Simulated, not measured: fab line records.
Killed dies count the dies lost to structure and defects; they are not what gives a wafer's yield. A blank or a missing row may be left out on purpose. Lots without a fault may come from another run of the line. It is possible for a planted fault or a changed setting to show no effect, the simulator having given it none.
A lot that was struck, set against a sound lot	flow sfq_line	20 out of 325 route steps
Sound: wafers L283.4, L283.5, L283.6. Struck: wafers L288.5, L288.6. (L288.1 of the same lot was not struck and is left out.) The cause comes at the end.
Order at every step that has rows: each side's tool, ch and its chambers, its first start. Under that, the readings that differ: sound wafers	struck wafers	difference of the means	sigmas: that difference in standard deviations of wafers without a fault.
alike: words and numbers the same on both sides, and readings whose means are apart by under 2 such deviations; not compared: readings that were withheld, readings missing a value for some wafer, numbers with overlapping values and no deviation given by the record, and bounds like >300 which may hide the same value.
The two part at a step that has a row with sigmas, a row that says differs or no value, or rows on one side only. Numbers that have no deviation but don't overlap get no sigmas and don't part them. A reading missing from all wafers of one side parts the sides only when that side holds two or more wafers.

first, 3 steps without rows for these wafers: SFQ_TRILAYER_I0_VIA_LITHO_EXPOSE_032 (exposes mask I0, target cd 500 nm); SFQ_TRILAYER_I0_VIA_LITHO_PEB_034 (peb time 60 s); SFQ_TRILAYER_I0_VIA_LITHO_DEVELOP_033 (time 60 s).
SFQ_I0_OVL_MEAS_908:
  sound on overlay-01 at day 11 07:07; struck on overlay-02 at day 13 13:05
  alike: I0_OVL
SFQ_TRILAYER_I0_VIA_BARC_OPEN_VIA_ETCH_046: etches BARC in O2, target depth 125 nm, time 41.7 s.
  sound on rie_diel-03 ch 2,3, day 11 07:08; struck on rie_diel-01 ch 0,3, day 13 13:07
  alike: drypump_motor_current_A, oes_product_au
  not compared: rf_hours_counter_h
SFQ_TRILAYER_I0_VIA_ETCH_VIA_ETCH_034: etches SiO2 in CHF3, stops on Nb, target depth 260 nm.
  sound on rie_diel-03 ch 2,3, day 11 07:10; struck on rie_diel-01 ch 0,3, day 13 13:10
  alike: drypump_motor_current_A, oes_product_au
SFQ_TRILAYER_I0_VIA_STRIP_STRIP_035: strips in O2.
  sound on rie_metal-02 ch 0,1, day 11 07:29; struck on rie_metal-03 ch 0,1, day 13 13:16
  alike: drypump_motor_current_A, oes_product_au
  not compared: rf_hours_counter_h
then, 2 steps without rows for these wafers: SFQ_TRILAYER_I0_VIA_STRIP_SOLV_CLEAN_036 (cleans in NMP, time 600 s); SFQ_TRILAYER_M1_DEP_PRE_CLEAN_038 (time 22.5 s).
SFQ_TRILAYER_M1_DEP_SPUTTER_037: material Nb, target thk 200 nm, time 133.3 s.
  sound on pvd_sputter-05 at day 11 08:05; struck on pvd_sputter-05 at day 13 14:04
  alike: throttle_valve_pct
SFQ_M1_RS_MEAS_909: measurement is done with a four-point probe.
  sound on film_metro-03 at day 11 08:14; struck on film_metro-03 at day 13 14:10
  alike: M1_NB_RS
SFQ_TRILAYER_M1_LITHO_COAT_044: resist thk 62 nm.
  sound on litho_track-03 ch 0, day 11 08:37; struck on litho_track-04 ch 0, day 13 14:20
reading	sound	struck	difference	sigmas
model.BARC_of_TRILAYER_M1_LITHO_COAT_044.thk_nm (nm)	62.16 61.98 61.87	63.67 63.69	+1.68	
then, 5 steps without rows for these wafers: SFQ_TRILAYER_M1_LITHO_COAT_039 (resist thk 600 nm); SFQ_TRILAYER_M1_LITHO_SOFTBAKE_043; SFQ_TRILAYER_M1_LITHO_EXPOSE_040 (exposes mask M1, target cd 500 nm); SFQ_TRILAYER_M1_LITHO_PEB_042 (peb time 60 s); SFQ_TRILAYER_M1_LITHO_DEVELOP_041 (time 60 s).
-- the record jumps here: 3 days lie between the struck wafers' starts before and after --
SFQ_M1_OVL_MEAS_911:
  sound on overlay-01 at day 13 20:18; struck on overlay-02 at day 16 05:47
  alike: M1_OVL
SFQ_TRILAYER_M1_BARC_OPEN_METAL_ETCH_054: etches BARC in O2, target depth 125 nm, time 41.7 s.
  sound on rie_metal-01 ch 0,1, day 13 20:20; struck on rie_metal-04 ch 0,1, day 16 05:49
reading	sound	struck	difference	sigmas
model.etch.depth_nm (nm)	62.16 61.98 61.87	63.67 63.69	+1.68	
  alike: drypump_motor_current_A, oes_product_au
  not compared: rf_hours_counter_h
SFQ_TRILAYER_M1_ETCH_METAL_ETCH_042: etches Nb in Cl2/Ar, stops on SiO2, target depth 240 nm, time 120 s.
  sound on rie_metal-01 ch 0, day 13 20:25; struck on rie_metal-04 ch 0,1, day 16 05:53
  alike: drypump_motor_current_A, oes_product_au
  not compared: rf_hours_counter_h

WHERE THEY PART
Nowhere in this record.

WHY: what the simulator had put in
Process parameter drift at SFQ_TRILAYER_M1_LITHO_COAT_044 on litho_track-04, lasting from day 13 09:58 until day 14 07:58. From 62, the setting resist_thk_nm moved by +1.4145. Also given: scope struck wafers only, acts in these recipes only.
